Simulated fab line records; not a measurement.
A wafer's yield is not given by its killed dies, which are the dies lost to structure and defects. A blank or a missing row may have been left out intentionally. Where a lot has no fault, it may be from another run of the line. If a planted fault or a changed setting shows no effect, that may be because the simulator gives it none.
Which of the tools did it? / flow sky130 / 6 lots, 18 wafers sampled, at 2 steps of a route of 708

== WHAT THE GAUGES SHOWED, per wafer ==
SKY_SONOS_ONO_THK_MEAS_01.
lot=L841; measured=day 12 10:01; on=film-metro-03; SONOS_ONO_OXIDATION_THK (nm)=2.64 2.56 2.67
lot=L846; measured=day 13 05:34; on=film-metro-03; SONOS_ONO_OXIDATION_THK (nm)=2.60 2.60 2.53
lot=L850; measured=day 14 23:47; on=film-metro-02; SONOS_ONO_OXIDATION_THK (nm)=2.67 2.64 2.61
lot=L853; measured=day 15 12:14; on=film-metro-01; SONOS_ONO_OXIDATION_THK (nm)=2.61 2.59 2.63
lot=L860; measured=day 18 07:26; on=film-metro-02; SONOS_ONO_OXIDATION_THK (nm)=2.49 2.54 2.57
lot=L864; measured=day 19 13:58; on=film-metro-03; SONOS_ONO_OXIDATION_THK (nm)=2.57 2.56 2.59

== TOOL THAT RAN EACH LOT (tool first, then ch and the chambers of the sampled wafers, then the start) ==
lot=L841; SKY_SONOS_ONO_OXIDATION_00=furnace-02 ch 0, day 12 08:39
lot=L846; SKY_SONOS_ONO_OXIDATION_00=furnace-01 ch 0, day 13 04:13
lot=L850; SKY_SONOS_ONO_OXIDATION_00=furnace-02 ch 0, day 14 22:25
lot=L853; SKY_SONOS_ONO_OXIDATION_00=furnace-02 ch 0, day 15 10:53
lot=L860; SKY_SONOS_ONO_OXIDATION_00=furnace-01 ch 0, day 18 06:05
lot=L864; SKY_SONOS_ONO_OXIDATION_00=furnace-01 ch 0, day 19 12:37
- SKY_SONOS_ONO_OXIDATION_00: stabilise 600 s, purge 300 s, target thk 2.6 nm.

== THE ANSWER, worked out from the rows above alone ==
Rule: the lots themselves supply what counts as usual. The widest of any qualifying gaps counts: lots, ordered by their means at a reading, are off when they make up no more than a third of the lots, leave a main group of 4 or more, and stand apart from it by 3 or more times the standard deviation of that group's means. Not used: any main group whose means are identical at the precision the tables above print for the reading. Also off: a lot with no number at a reading for which 4 or more lots have one. The other lots that the step has rows for count as sound.
No lot is off on any of the readings shown, so nothing can be concluded from this.

== WHAT WAS PUT IN BY THE SIMULATOR ==
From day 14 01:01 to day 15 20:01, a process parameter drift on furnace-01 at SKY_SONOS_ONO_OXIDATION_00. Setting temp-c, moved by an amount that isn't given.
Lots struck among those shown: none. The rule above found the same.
